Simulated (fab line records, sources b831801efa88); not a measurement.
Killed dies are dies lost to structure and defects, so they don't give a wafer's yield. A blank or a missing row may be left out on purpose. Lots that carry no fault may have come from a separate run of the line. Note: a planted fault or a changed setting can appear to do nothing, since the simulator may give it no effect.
One fault seen from 2 desks :: flow sky130 :: only its own numbers are on each desk; what lay behind them is given at the end

AT THE TOOL OWNER'S DESK: pvd-sputter-03
At SKY_CAPM_SPUTTER_02 (material TiN, target thk 200 nm, time 166.7 s) the tool's own readings: per lot run on this tool, the mean of the sampled wafers that have a number. A lot is out of limits, marked OUT, if its mean lies more than 4 standard deviations from the usual mean; the brackets give that distance.
Columns: A = throttle-valve-pct at SKY_CAPM_SPUTTER_02, usual 29.3 %
lot: L868
first seen here: day 40 17:41
A: 28.5

lot: L869
first seen here: day 40 20:25
A: 28.3
Result from this desk: across the 2 lots, nothing is out of limits.

THE METROLOGY DESK
Means of the sampled wafers that have a number, per lot and without regard to the tool the lot ran on: this is what the gauges read. A lot is out of limits, marked OUT, if its mean lies more than 4 standard deviations from the usual mean; the brackets give that distance.
Columns: A = CAPM_TIN_RS at SKY_CAPM_RS_MEAS_03, usual 6.89 ohm/sq; B = CAPM_TIN_THK at SKY_CAPM_THK_MEAS_04, usual 200.6 nm
lot: L855
first seen here: day 37 00:55
A: 6.82
B: 201.6

lot: L856
first seen here: day 37 12:41
A: 6.89
B: 201.5

lot: L857
first seen here: day 37 16:15
A: 6.89
B: 201.5

lot: L858
first seen here: day 37 19:05
A: 6.83
B: 203.1

lot: L859
first seen here: day 38 03:45
A: 6.89
B: 200.1

lot: L860
first seen here: day 39 00:11
A: 6.89
B: 201.5

lot: L868
first seen here: day 40 17:50
A: 7.00
B: 198.6

lot: L869
first seen here: day 40 20:34
A: 6.97
B: 198.9

lot: L874
first seen here: day 42 05:58
A: 6.92
B: 199.0

lot: L875
first seen here: day 42 09:43
A: 6.91
B: 200.0

lot: L876
first seen here: day 42 13:33
A: 6.87
B: 200.6

lot: L877
first seen here: day 42 17:25
A: 6.88
B: 201.1
Result from this desk: across the 12 lots, nothing is out of limits.

BROUGHT TOGETHER
Nothing out of limits was seen by the tool owner's desk.
At the metrology desk, nothing out of limits was observed.

WHAT THE SIMULATOR PUT IN
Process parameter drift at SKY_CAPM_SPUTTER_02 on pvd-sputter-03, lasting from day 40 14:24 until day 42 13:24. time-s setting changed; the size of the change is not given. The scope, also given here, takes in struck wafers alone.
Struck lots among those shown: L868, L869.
